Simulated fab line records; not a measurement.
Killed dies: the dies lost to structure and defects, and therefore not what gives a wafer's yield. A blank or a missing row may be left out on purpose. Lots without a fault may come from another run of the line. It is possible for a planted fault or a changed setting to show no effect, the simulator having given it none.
fab line records ; flow sky130 ; part 1 of 2: steps 1 to 24 of 33
[record] lots = 5; wafers = 15; lastDay = 49
route steps=708 shown LI_CONTACT@371 LOCAL_INTERCONNECT@387
lots that met no fault: from a run of the same line without faults
startH: start of the lot's first displayed wafer, in hours after the record's first day ; waitH: hours from the lot's prior step to this one ; " the same as in the row above ; L1.1+2: one row covering several wafers at once ; - no value, or no start given ; * or withheld: withheld ; < > ~ a bound
route shown NAME@n: a module of which the file shows steps, and the number in the route of the first ; usual: mean and standard deviation over wafers with no fault ; same: alike in all rows ; chamber/n: place in a boat ; sites: per-site readings ; _std_site: standard deviation across them ; _edge_site: mean of outer sites minus mean of inner sites ; radiusMm: how far each site lies from the wafer's centre ; mask NAME#n: copy n ; behind: the tool/chamber that last shaped the wafer ; hold: cause of the lot's hold/its duration in hours/its outcome ; device: which transistor (n, p or np) failed to switch ; end of line: at the end of the route, the tests of the same wafers ; where a step has no rows: the recipe by itself ; killed: the dies lost at the first sort to structure and to defects; this is not the yield of the wafer ; map: the dies of a wafer, with x for killed, . for not killed, _ for no die there
set.NAME: setting as actually run; set.NAME@STEP: the setting as run at that earlier step ; model.NAME: the simulator's own value behind a step, which no gauge read
lots seen at some steps along the route; tables by step, rows by wafer
services: from which hour (startH, from the record's first day; less than 0 if before it) a tool's chamber was out of use, for how many hours, and why
[[steps]]
[step SKY_LI_CONTACT_EXPOSE_09]
[recipe] maskId = LICM1; na = 0.8; sourceShape = annular; sigmaInner = 0.55; sigmaOuter = 0.85; targetCdNm = 170; doseMj = 38
[same] sigmaOuter = 0.85
lot.wafer;tool;chamber;startH;waitH;mask
L074.4+5+6;krfScanner-01;0;-;-;LICM1#0
L076.3+5+6;krfScanner-02;0;-;-;LICM1#0
L079.1+3+5;krfScanner-01;0;-;-;LICM1#0
L087.1+3+6;krfScanner-02;0;-;-;LICM1#0
L092.3+5+6;krfScanner-01;0;-;-;LICM1#0
[step SKY_LI_CONTACT_PEB_10]
[recipe] pebTempC = withheld; pebTimeS = withheld; resist = KrF-thick
[usual] exhaustPa = 45.0/1
lot.wafer;tool;chamber;startH;waitH;exhaustPa
L074.4;lithoTrack-02;0;-;-;45.6
L074.5;lithoTrack-02;0;-;-;45.6
L074.6;lithoTrack-02;0;-;-;45.6
L076.3;lithoTrack-02;0;-;-;43.7
L076.5;lithoTrack-02;0;-;-;44.4
L076.6;lithoTrack-02;0;-;-;44.9
L079.1;lithoTrack-04;0;-;-;44.7
L079.3;lithoTrack-04;0;-;-;43.2
L079.5;lithoTrack-04;0;-;-;43.2
L087.1;lithoTrack-02;0;-;-;44.9
L087.3;lithoTrack-02;0;-;-;44.1
L087.6;lithoTrack-02;0;-;-;45.3
L092.3;lithoTrack-04;0;-;-;45.8
L092.5;lithoTrack-04;0;-;-;44.2
L092.6;lithoTrack-04;0;-;-;44.7
[step SKY_LI_CONTACT_DEVELOP_11]
[recipe] developTimeS = 60; resist = KrF-thick; devTempC = 21
[usual] exhaustPa = 44.9/0.89
lot.wafer;tool;chamber;startH;waitH;exhaustPa
L074.4;lithoTrack-02;0;-;-;44.0
L074.5;lithoTrack-02;0;-;-;42.9
L074.6;lithoTrack-02;0;-;-;45.3
L076.3;lithoTrack-02;0;-;-;45.1
L076.5;lithoTrack-02;0;-;-;43.0
L076.6;lithoTrack-02;0;-;-;45.6
L079.1;lithoTrack-04;0;-;-;45.7
L079.3;lithoTrack-04;0;-;-;45.4
L079.5;lithoTrack-04;0;-;-;45.2
L087.1;lithoTrack-02;0;-;-;44.4
L087.3;lithoTrack-02;0;-;-;44.2
L087.6;lithoTrack-02;0;-;-;45.1
L092.3;lithoTrack-04;0;-;-;44.1
L092.5;lithoTrack-04;0;-;-;45.0
L092.6;lithoTrack-04;0;-;-;44.7
[step SKY_LI_CONTACT_CD_MEAS_12]
[recipe] targetCdNm = 170
[usual] cdNm = 169.8/1.5
lot.wafer;tool;chamber;startH;waitH;cdNm
L074.4;cdSem-01;-;677.08;-;168.4
L074.5;cdSem-01;-;677.08;-;167.5
L074.6;cdSem-01;-;677.08;-;168.2
L076.3;cdSem-01;-;704.56;-;168.6
L076.5;cdSem-01;-;704.56;-;169.4
L076.6;cdSem-01;-;704.56;-;169.8
L079.1;cdSem-02;-;727.51;-;171.0
L079.3;cdSem-02;-;727.51;-;169.5
L079.5;cdSem-02;-;727.51;-;170.4
L087.1;cdSem-01;-;786.22;-;171.1
L087.3;cdSem-01;-;786.22;-;171.8
L087.6;cdSem-01;-;786.22;-;171.0
L092.3;cdSem-02;-;820.85;-;169.9
L092.5;cdSem-02;-;820.85;-;171.6
L092.6;cdSem-02;-;820.85;-;170.6
[step SKY_LI_CONTACT_OVL_MEAS_13]
[usual] LI_CONTACT_OVL = 0/5
lot.wafer;tool;chamber;startH;waitH;LI_CONTACT_OVL[nm]
L074.4;overlay-01;-;677.15;0.1;-2
L074.5;overlay-01;-;677.15;0.1;5
L074.6;overlay-01;-;677.15;0.1;4
L076.3;overlay-02;-;704.65;0.1;-1
L076.5;overlay-02;-;704.65;0.1;-1
L076.6;overlay-02;-;704.65;0.1;1
L079.1;overlay-02;-;727.63;0.1;1
L079.3;overlay-02;-;727.63;0.1;1
L079.5;overlay-02;-;727.63;0.1;3
L087.1;overlay-01;-;786.34;0.1;-2
L087.3;overlay-01;-;786.34;0.1;0
L087.6;overlay-01;-;786.34;0.1;-2
L092.3;overlay-02;-;820.95;0.1;6
L092.5;overlay-02;-;820.95;0.1;0
L092.6;overlay-02;-;820.95;0.1;-2
[step SKY_LI_CONTACT_ETCH_14]
[recipe] chemistry = N2/H2; target = BARC; ionEnergyEv = 200; sourceW = 500; biasW = 100; pressureMtorr = 30; n2FlowSccm = 100; h2FlowSccm = 200; stopOn = SiO2; timeS = 45.9; targetDepthA = 600
[usual] drypumpMotorCurrentA = 5.83/0.23; oesProductAu = 0.855/0.0043; throttleValvePct = 13.226/0.0093
[same] timeS = 45.9
lot.wafer;tool;chamber;startH;waitH;drypumpMotorCurrentA;oesProductAu;rfHoursCounterH;throttleValvePct
L074.4;rieDiel-03;2;677.17;0.0;5.50;0.866;5;13.231
L074.5;rieDiel-03;1;677.17;0.0;6.06;0.858;-;13.231
L074.6;rieDiel-03;0;677.17;0.0;5.65;0.856;-;13.224
L076.3;rieDiel-01;1;704.67;0.0;5.50;0.856;42;13.224
L076.5;rieDiel-01;2;704.67;0.0;5.63;0.856;-;13.213
L076.6;rieDiel-01;1;704.67;0.0;5.47;0.855;-;13.208
L079.1;rieDiel-01;1;727.67;0.0;5.52;0.854;43;13.215
L079.3;rieDiel-01;0;727.67;0.0;5.94;0.860;26;13.211
L079.5;rieDiel-01;2;727.67;0.0;5.63;0.860;-;13.241
L087.1;rieDiel-04;2;786.37;0.0;6.05;0.856;22;13.230
L087.3;rieDiel-04;1;786.37;0.0;5.60;0.855;6;13.221
L087.6;rieDiel-04;2;786.37;0.0;6.05;0.862;-;13.237
L092.3;rieDiel-01;2;820.97;0.0;5.61;0.856;4;13.209
L092.5;rieDiel-01;0;820.97;0.0;5.91;0.859;-;13.216
L092.6;rieDiel-01;1;820.97;0.0;5.51;0.855;-;13.221
[step SKY_LI_CONTACT_ETCH_15]
[recipe] target = PSG; chemistry = C4F8/O2/Ar; stopOn = Si; taperDeg = 4.15; maskMaterial = KrF-thick; sourceW = 1500; biasW = 1200; pressureMtorr = 40; c4f8FlowSccm = withheld; O2_flow_sccm = 6; Ar_flow_sccm = 300; timeS = withheld; targetDepthA = 6000
[usual] oesProductAu = 0.837/0.0043
lot.wafer;tool;chamber;startH;waitH;oesProductAu
L074.4;rieDiel-03;2;677.21;0.0;0.834
L074.5;rieDiel-03;1;677.21;0.0;0.837
L074.6;rieDiel-03;0;677.21;0.0;0.833
L076.3;rieDiel-01;1;704.71;0.0;0.828
L076.5;rieDiel-01;2;704.71;0.0;0.839
L076.6;rieDiel-01;1;704.71;0.0;0.844
L079.1;rieDiel-01;1;727.71;0.0;0.836
L079.3;rieDiel-01;0;727.71;0.0;0.839
L079.5;rieDiel-01;2;727.71;0.0;0.832
L087.1;rieDiel-04;2;786.41;0.0;0.836
L087.3;rieDiel-04;1;786.41;0.0;0.841
L087.6;rieDiel-04;2;786.41;0.0;0.828
L092.3;rieDiel-01;2;821.01;0.0;0.841
L092.5;rieDiel-01;0;821.01;0.0;0.832
L092.6;rieDiel-01;1;821.01;0.0;0.836
[step SKY_LI_CONTACT_STRIP_16]
[recipe] chemistry = O2/N2; powerW = 1400; pressureMtorr = 1500; platenTempC = withheld; o2FlowSccm = 3000; n2FlowSccm = 300; overashFraction = 0.5
[usual] drypumpMotorCurrentA = 5.6/0.48; oesProductAu = 0.376/0.0046; stripTimeToEndpointS = 3.513/0.026
[same] overashFraction = 0.5
lot.wafer;tool;chamber;startH;waitH;drypumpMotorCurrentA;oesProductAu;rfHoursCounterH;stripTimeToEndpointS
L074.4;plasmaAsher-02;0;677.33;-;5.4;0.372;-;3.540
L074.5;plasmaAsher-02;1;677.33;-;6.1;0.374;-;3.509
L074.6;plasmaAsher-02;0;677.33;-;5.4;0.374;-;3.504
L076.3;plasmaAsher-04;0;704.83;-;5.1;0.378;-;3.514
L076.5;plasmaAsher-04;1;704.83;-;5.7;0.384;-;3.559
L076.6;plasmaAsher-04;0;704.83;-;5.0;0.373;-;3.500
L079.1;plasmaAsher-04;1;727.80;-;5.6;0.373;87;3.457
L079.3;plasmaAsher-04;0;727.80;-;5.0;0.385;-;3.488
L079.5;plasmaAsher-04;1;727.80;-;5.7;0.372;-;3.505
L087.1;plasmaAsher-02;0;786.50;-;5.4;0.374;4;3.540
L087.3;plasmaAsher-02;0;786.50;-;5.4;0.375;-;3.538
L087.6;plasmaAsher-02;0;786.50;-;5.4;0.387;-;3.552
L092.3;plasmaAsher-01;1;821.13;-;6.5;0.381;-;3.512
L092.5;plasmaAsher-01;1;821.13;-;6.4;0.375;-;3.466
L092.6;plasmaAsher-01;0;821.13;-;5.3;0.375;-;3.504
[step SKY_LI_CONTACT_CLEAN_17]
[recipe] chemistry = NMP; timeS = 600; tempC = 60; dry = n2Spin
[same] timeS = 600
lot.wafer;tool;chamber;startH;waitH
L074.4+5+6;wetBench-02;3;677.40;0.0
L076.3+5+6;wetBench-04;0;704.90;0.0
L079.1+3+5;wetBench-03;1;727.90;0.1
L087.1+3+6;wetBench-02;0;786.60;0.1
L092.3+5+6;wetBench-02;1;821.20;0.0
[step SKY_LI_CONTACT_PRE_CLEAN_18]
[recipe] gas = Ar; timeS = 5.6; biasV = 358
[same] timeS = 5.6
lot.wafer;tool;chamber;startH;waitH
L074.4+5+6;pvdSputter-03;-;677.57;0.0
L076.3+5+6;pvdSputter-03;-;705.11;0.0
L079.1+3+5;pvdSputter-04;-;728.07;0.0
L087.1+3+6;pvdSputter-01;-;786.79;0.0
L092.3+5+6;pvdSputter-03;-;821.39;0.0
[step SKY_LI_CONTACT_SPUTTER_19]
[recipe] material = Ti; targetThkNm = 20; chamberPressurePa = 5; powerW = 2500; substrateTempC = 200; timeS = 106.37
[usual] cathodeDcPowerW = 2500.0/0.45; throttleValvePct = 29.9/0.93
[same] timeS = 106.37
lot.wafer;tool;chamber;startH;waitH;cathodeDcPowerW;throttleValvePct
L074.4;pvdSputter-03;-;677.59;0.0;2500.4;30.0
L074.5;pvdSputter-03;-;677.59;0.0;2499.1;30.0
L074.6;pvdSputter-03;-;677.59;0.0;2499.9;28.6
L076.3;pvdSputter-03;-;705.13;0.0;2499.9;29.6
L076.5;pvdSputter-03;-;705.13;0.0;2500.1;30.0
L076.6;pvdSputter-03;-;705.13;0.0;2500.3;29.6
L079.1;pvdSputter-04;-;728.09;0.0;2500.2;29.2
L079.3;pvdSputter-04;-;728.09;0.0;2499.4;30.1
L079.5;pvdSputter-04;-;728.09;0.0;2499.7;31.6
L087.1;pvdSputter-01;-;786.81;0.0;2499.8;29.4
L087.3;pvdSputter-01;-;786.81;0.0;2500.4;32.1
L087.6;pvdSputter-01;-;786.81;0.0;2499.8;29.4
L092.3;pvdSputter-03;-;821.41;0.0;2499.7;28.5
L092.5;pvdSputter-03;-;821.41;0.0;2499.8;29.6
L092.6;pvdSputter-03;-;821.41;0.0;2499.9;29.8
[step SKY_LI_CONTACT_SPUTTER_20]
[recipe] material = TiN; targetThkNm = 20; chamberPressurePa = 5; powerW = 4000; timeS = 80
[usual] cathodeDcPowerW = 4000.0/0.69; throttleValvePct = 29.9/0.92
[same] timeS = 80
lot.wafer;tool;chamber;startH;waitH;cathodeDcPowerW;throttleValvePct
L074.4;pvdSputter-03;-;677.67;0.0;4000.3;29.9
L074.5;pvdSputter-03;-;677.67;0.0;4000.6;29.2
L074.6;pvdSputter-03;-;677.67;0.0;4000.1;28.7
L076.3;pvdSputter-03;-;705.20;0.0;4000.5;29.1
L076.5;pvdSputter-03;-;705.20;0.0;3999.3;29.9
L076.6;pvdSputter-03;-;705.20;0.0;4000.3;29.3
L079.1;pvdSputter-04;-;728.17;0.0;4000.6;29.3
L079.3;pvdSputter-04;-;728.17;0.0;3998.9;30.5
L079.5;pvdSputter-04;-;728.17;0.0;3999.6;31.4
L087.1;pvdSputter-01;-;786.89;0.0;3999.7;29.2
L087.3;pvdSputter-01;-;786.89;0.0;4000.0;32.1
L087.6;pvdSputter-01;-;786.89;0.0;3999.9;29.1
L092.3;pvdSputter-03;-;821.48;0.0;3998.7;28.7
L092.5;pvdSputter-03;-;821.48;0.0;4000.6;29.2
L092.6;pvdSputter-03;-;821.48;0.0;3999.3;29.9
[step SKY_LI_CONTACT_CVD_21]
[recipe] material = W; targetThkNm = 400; timeS = 120.56; tempC = 400; pressureTorr = 40
[usual] heaterPowerW = 886/44
[same] timeS = 120.56
lot.wafer;tool;chamber;startH;waitH;heaterPowerW
L074.4;cvdW-02;1;677.77;0.1;971
L074.5;cvdW-02;1;677.77;0.1;975
L074.6;cvdW-02;0;677.77;0.1;871
L076.3;cvdW-01;1;705.31;0.1;898
L076.5;cvdW-01;1;705.31;0.1;879
L076.6;cvdW-01;0;705.31;0.1;837
L079.1;cvdW-01;0;728.23;0.0;834
L079.3;cvdW-01;1;728.23;0.0;884
L079.5;cvdW-01;1;728.23;0.0;881
L087.1;cvdW-02;1;786.95;0.0;965
L087.3;cvdW-02;1;786.95;0.0;941
L087.6;cvdW-02;1;786.95;0.0;953
L092.3;cvdW-02;0;821.63;0.1;877
L092.5;cvdW-02;0;821.63;0.1;896
L092.6;cvdW-02;0;821.63;0.1;893
[step SKY_LI_CONTACT_RS_MEAS_22]
[recipe] thkMeasGauge = four-point-probe; reads = W_of_LI_CONTACT_CVD_21+TiN_of_LI_CONTACT_SPUTTER_20+Ti_of_LI_CONTACT_SPUTTER_19
[usual] LI_CONTACT_W_RS = 0.2832/0.0027
lot.wafer;tool;chamber;startH;waitH;LI_CONTACT_W_RS[ohm/sq]
L074.4;filmMetro-01;-;677.92;0.1;0.2826
L074.5;filmMetro-01;-;677.92;0.1;0.2850
L074.6;filmMetro-01;-;677.92;0.1;0.2833
L076.3;filmMetro-04;-;705.43;0.1;0.2840
L076.5;filmMetro-04;-;705.43;0.1;0.2873
L076.6;filmMetro-04;-;705.43;0.1;0.2865
L079.1;filmMetro-02;-;728.35;0.1;0.2832
L079.3;filmMetro-02;-;728.35;0.1;0.2872
L079.5;filmMetro-02;-;728.35;0.1;0.2842
L087.1;filmMetro-02;-;787.07;0.1;0.2812
L087.3;filmMetro-02;-;787.07;0.1;0.2824
L087.6;filmMetro-02;-;787.07;0.1;0.2834
L092.3;filmMetro-04;-;821.84;0.2;0.2815
L092.5;filmMetro-04;-;821.84;0.2;0.2821
L092.6;filmMetro-04;-;821.84;0.2;0.2800
[step SKY_LI_CONTACT_THK_MEAS_23]
[recipe] thkMeasGauge = xrf; reads = W_of_LI_CONTACT_CVD_21
[usual] LI_CONTACT_W_THK = 428/5.4
lot.wafer;tool;chamber;startH;waitH;LI_CONTACT_W_THK[nm]
L074.4;filmMetro-01;-;678.01;0.1;429
L074.5;filmMetro-01;-;678.01;0.1;427
L074.6;filmMetro-01;-;678.01;0.1;428
L076.3;filmMetro-04;-;705.53;0.1;432
L076.5;filmMetro-04;-;705.53;0.1;426
L076.6;filmMetro-04;-;705.53;0.1;430
L079.1;filmMetro-02;-;728.47;0.1;424
L079.3;filmMetro-02;-;728.47;0.1;415
L079.5;filmMetro-02;-;728.47;0.1;423
L087.1;filmMetro-02;-;787.19;0.1;432
L087.3;filmMetro-02;-;787.19;0.1;428
L087.6;filmMetro-02;-;787.19;0.1;429
L092.3;filmMetro-04;-;821.94;0.1;434
L092.5;filmMetro-04;-;821.94;0.1;434
L092.6;filmMetro-04;-;821.94;0.1;434
[step SKY_LI_CONTACT_CMP_24]
[recipe] stopOn = PSG; tOverpolishS = 20; downForcePsi = 3.5; platenRpm = 60; targetThkNm = 0; padVelocityMS = 0.94248
[usual] motorCurrentA = 11.1/0.82; overpolishRunS = 20.000/0.0092; timeToEndpointS = 97/3
lot.wafer;tool;chamber;startH;waitH;motorCurrentA;overpolishRunS;timeToEndpointS
L074.4;cmp-01;1;678.19;0.2;12.0;20.008;94
L074.6;cmp-01;2;678.19;0.2;12.1;19.995;95
L074.5;cmp-01;3;678.19;0.2;11.5;20.007;97
L076.3;cmp-02;3;705.57;0.0;10.8;20.007;99
L076.6;cmp-02;3;705.57;0.0;11.0;20.001;95
L076.5;cmp-02;0;705.57;0.0;9.5;20.004;97
L079.3;cmp-02;2;728.53;0.0;10.2;19.985;96
L079.1;cmp-02;3;728.53;0.0;11.3;20.008;103
L079.5;cmp-02;2;728.53;0.0;10.6;19.994;101
L087.3;cmp-02;2;787.25;0.0;10.4;19.998;100
L087.1;cmp-02;0;787.25;0.0;9.1;20.001;106
L087.6;cmp-02;2;787.25;0.0;10.7;20.010;100
L092.3;cmp-01;1;821.98;0.0;11.2;20.006;92
L092.6;cmp-01;1;821.98;0.0;11.5;19.996;98
L092.5;cmp-01;2;821.98;0.0;11.6;20.009;97
[step SKY_LOCAL_INTERCONNECT_SPUTTER_00]
[recipe] material = TiN; targetThkNm = 100; tempC = 300; powerW = 6500; timeS = 83.3; chamberPressurePa = 0.4
[usual] cathodeDcPowerW = 6500.0/1.2; throttleValvePct = 29.8/1
[same] timeS = 83.3
lot.wafer;tool;chamber;startH;waitH;cathodeDcPowerW;throttleValvePct
L074.4;pvdSputter-01;-;678.34;0.1;6499.0;29.8
L074.5;pvdSputter-01;-;678.34;0.1;6496.8;29.3
L074.6;pvdSputter-01;-;678.34;0.1;6500.9;30.7
L076.3;pvdSputter-02;-;705.87;0.2;6500.8;31.2
L076.5;pvdSputter-02;-;705.87;0.2;6500.8;30.9
L076.6;pvdSputter-02;-;705.87;0.2;6500.5;28.7
L079.1;pvdSputter-03;-;728.83;0.2;6500.3;30.0
L079.3;pvdSputter-03;-;728.83;0.2;6498.4;28.3
L079.5;pvdSputter-03;-;728.83;0.2;6501.1;29.6
L087.1;pvdSputter-02;-;787.55;0.1;6500.1;28.6
L087.3;pvdSputter-02;-;787.55;0.1;6499.9;29.6
L087.6;pvdSputter-02;-;787.55;0.1;6501.4;29.4
L092.3;pvdSputter-02;-;822.28;0.2;6501.1;31.4
L092.5;pvdSputter-02;-;822.28;0.2;6500.8;29.3
L092.6;pvdSputter-02;-;822.28;0.2;6501.9;28.9
[step SKY_LOCAL_INTERCONNECT_RS_MEAS_01]
[recipe] thkMeasGauge = four-point-probe; reads = TiN_of_LOCAL_INTERCONNECT_SPUTTER_00
[usual] LOCAL_INTERCONNECT_TIN_RS = 14.13/0.19
lot.wafer;tool;chamber;startH;waitH;LOCAL_INTERCONNECT_TIN_RS[ohm/sq]
L074.4;filmMetro-02;-;678.46;0.1;14.50
L074.5;filmMetro-02;-;678.46;0.1;14.26
L074.6;filmMetro-02;-;678.46;0.1;14.13
L076.3;filmMetro-04;-;705.97;0.1;14.12
L076.5;filmMetro-04;-;705.97;0.1;14.13
L076.6;filmMetro-04;-;705.97;0.1;14.21
L079.1;filmMetro-03;-;728.90;0.0;14.03
L079.3;filmMetro-03;-;728.90;0.0;14.11
L079.5;filmMetro-03;-;728.90;0.0;14.15
L087.1;filmMetro-03;-;787.62;0.0;13.91
L087.3;filmMetro-03;-;787.62;0.0;14.01
L087.6;filmMetro-03;-;787.62;0.0;14.09
L092.3;filmMetro-02;-;822.38;0.1;13.94
L092.5;filmMetro-02;-;822.38;0.1;13.97
L092.6;filmMetro-02;-;822.38;0.1;13.83
[step SKY_LOCAL_INTERCONNECT_THK_MEAS_02]
[recipe] thkMeasGauge = xrf; reads = TiN_of_LOCAL_INTERCONNECT_SPUTTER_00
[usual] LOCAL_INTERCONNECT_TIN_THK = 97.9/1.2
lot.wafer;tool;chamber;startH;waitH;LOCAL_INTERCONNECT_TIN_THK[nm]
L074.4;filmMetro-02;-;678.55;0.1;95.1
L074.5;filmMetro-02;-;678.55;0.1;96.5
L074.6;filmMetro-02;-;678.55;0.1;97.8
L076.3;filmMetro-04;-;706.07;0.1;97.6
L076.5;filmMetro-04;-;706.07;0.1;97.6
L076.6;filmMetro-04;-;706.07;0.1;97.0
L079.1;filmMetro-03;-;729.02;0.1;98.4
L079.3;filmMetro-03;-;729.02;0.1;98.3
L079.5;filmMetro-03;-;729.02;0.1;98.3
L087.1;filmMetro-03;-;787.74;0.1;99.6
L087.3;filmMetro-03;-;787.74;0.1;98.4
L087.6;filmMetro-03;-;787.74;0.1;97.9
L092.3;filmMetro-02;-;822.48;0.1;99.4
L092.5;filmMetro-02;-;822.48;0.1;99.2
L092.6;filmMetro-02;-;822.48;0.1;99.7
[step SKY_LOCAL_INTERCONNECT_DEHYDRATE_03]
[recipe] tempC = 200; timeS = 60
[usual] exhaustPa = 45.0/0.86
[same] timeS = 60
lot.wafer;tool;chamber;startH;waitH;exhaustPa
L074.4;lithoTrack-03;0;692.33;13.8;46.1
L074.5;lithoTrack-03;0;692.33;13.8;45.0
L074.6;lithoTrack-03;0;692.33;13.8;44.5
L076.3;lithoTrack-01;0;719.12;13.0;45.1
L076.5;lithoTrack-01;0;719.12;13.0;45.0
L076.6;lithoTrack-01;0;719.12;13.0;46.0
L079.1;lithoTrack-03;0;741.90;12.9;45.4
L079.3;lithoTrack-03;0;741.90;12.9;45.4
L079.5;lithoTrack-03;0;741.90;12.9;43.8
L087.1;lithoTrack-04;0;800.21;12.5;44.1
L087.3;lithoTrack-04;0;800.21;12.5;45.6
L087.6;lithoTrack-04;0;800.21;12.5;44.8
L092.3;lithoTrack-03;0;834.55;12.1;43.3
L092.5;lithoTrack-03;0;834.55;12.1;44.4
L092.6;lithoTrack-03;0;834.55;12.1;44.1
[step SKY_LOCAL_INTERCONNECT_HMDS_04]
[recipe] primeTimeS = 60; primeTempC = 120
[usual] exhaustPa = 44.9/0.85; primeTempC = 120.01/0.13
lot.wafer;tool;chamber;startH;waitH;exhaustPa;primeTempC
L074.4;lithoTrack-03;0;692.48;0.1;45.7;119.85
L074.5;lithoTrack-03;0;692.48;0.1;45.5;120.00
L074.6;lithoTrack-03;0;692.48;0.1;45.5;119.98
L076.3;lithoTrack-01;0;719.27;0.1;44.3;120.30
L076.5;lithoTrack-01;0;719.27;0.1;45.1;120.27
L076.6;lithoTrack-01;0;719.27;0.1;45.5;119.97
L079.1;lithoTrack-03;0;742.05;0.1;44.9;120.17
L079.3;lithoTrack-03;0;742.05;0.1;44.6;119.93
L079.5;lithoTrack-03;0;742.05;0.1;44.4;120.03
L087.1;lithoTrack-04;0;800.36;0.1;45.4;119.80
L087.3;lithoTrack-04;0;800.36;0.1;44.7;119.89
L087.6;lithoTrack-04;0;800.36;0.1;44.6;119.84
L092.3;lithoTrack-03;0;834.70;0.1;45.6;119.65
L092.5;lithoTrack-03;0;834.70;0.1;46.2;120.00
L092.6;lithoTrack-03;0;834.70;0.1;46.2;120.00
[step SKY_LOCAL_INTERCONNECT_COAT_05]
[recipe] resist = BARC; tempC = withheld; timeS = withheld; spinRpm = 3000; resistThkNm = 60
[usual] exhaustPa = 45.0/0.94
lot.wafer;tool;chamber;startH;waitH;exhaustPa
L074.4;lithoTrack-03;0;692.63;0.1;44.2
L074.5;lithoTrack-03;0;692.63;0.1;44.8
L074.6;lithoTrack-03;0;692.63;0.1;44.1
L076.3;lithoTrack-01;0;719.42;0.1;44.8
L076.5;lithoTrack-01;0;719.42;0.1;44.9
L076.6;lithoTrack-01;0;719.42;0.1;45.3
L079.1;lithoTrack-03;0;742.20;0.1;44.6
L079.3;lithoTrack-03;0;742.20;0.1;43.9
L079.5;lithoTrack-03;0;742.20;0.1;43.3
L087.1;lithoTrack-04;0;800.51;0.1;43.7
L087.3;lithoTrack-04;0;800.51;0.1;46.4
L087.6;lithoTrack-04;0;800.51;0.1;45.7
L092.3;lithoTrack-03;0;834.85;0.1;45.5
L092.5;lithoTrack-03;0;834.85;0.1;45.2
L092.6;lithoTrack-03;0;834.85;0.1;44.6
[step SKY_LOCAL_INTERCONNECT_COAT_06]
[recipe] resist = KrF-thick; spinRpm = 3000; resistThkNm = 450
[usual] exhaustPa = 44.9/1
lot.wafer;tool;chamber;startH;waitH;exhaustPa
L074.4;lithoTrack-03;0;-;-;45.2
L074.5;lithoTrack-03;0;-;-;45.8
L074.6;lithoTrack-03;0;-;-;46.0
L076.3;lithoTrack-01;0;-;-;44.0
L076.5;lithoTrack-01;0;-;-;43.9
L076.6;lithoTrack-01;0;-;-;43.8
L079.1;lithoTrack-03;0;-;-;45.0
L079.3;lithoTrack-03;0;-;-;45.2
L079.5;lithoTrack-03;0;-;-;44.7
L087.1;lithoTrack-04;0;-;-;43.8
L087.3;lithoTrack-04;0;-;-;43.2
L087.6;lithoTrack-04;0;-;-;44.2
L092.3;lithoTrack-03;0;-;-;44.9
L092.5;lithoTrack-03;0;-;-;46.0
L092.6;lithoTrack-03;0;-;-;45.6
[step SKY_LOCAL_INTERCONNECT_SOFTBAKE_07]
[recipe] tempC = 100; timeS = 90; resist = KrF-thick
[usual] exhaustPa = 44.9/0.88
[same] timeS = 90
lot.wafer;tool;chamber;startH;waitH;exhaustPa
L074.4;lithoTrack-03;0;-;-;44.3
L074.5;lithoTrack-03;0;-;-;44.4
L074.6;lithoTrack-03;0;-;-;45.2
L076.3;lithoTrack-01;0;-;-;44.3
L076.5;lithoTrack-01;0;-;-;45.6
L076.6;lithoTrack-01;0;-;-;45.4
L079.1;lithoTrack-03;0;-;-;44.4
L079.3;lithoTrack-03;0;-;-;44.9
L079.5;lithoTrack-03;0;-;-;44.9
L087.1;lithoTrack-04;0;-;-;46.0
L087.3;lithoTrack-04;0;-;-;45.4
L087.6;lithoTrack-04;0;-;-;46.8
L092.3;lithoTrack-03;0;-;-;44.9
L092.5;lithoTrack-03;0;-;-;45.0
L092.6;lithoTrack-03;0;-;-;44.4
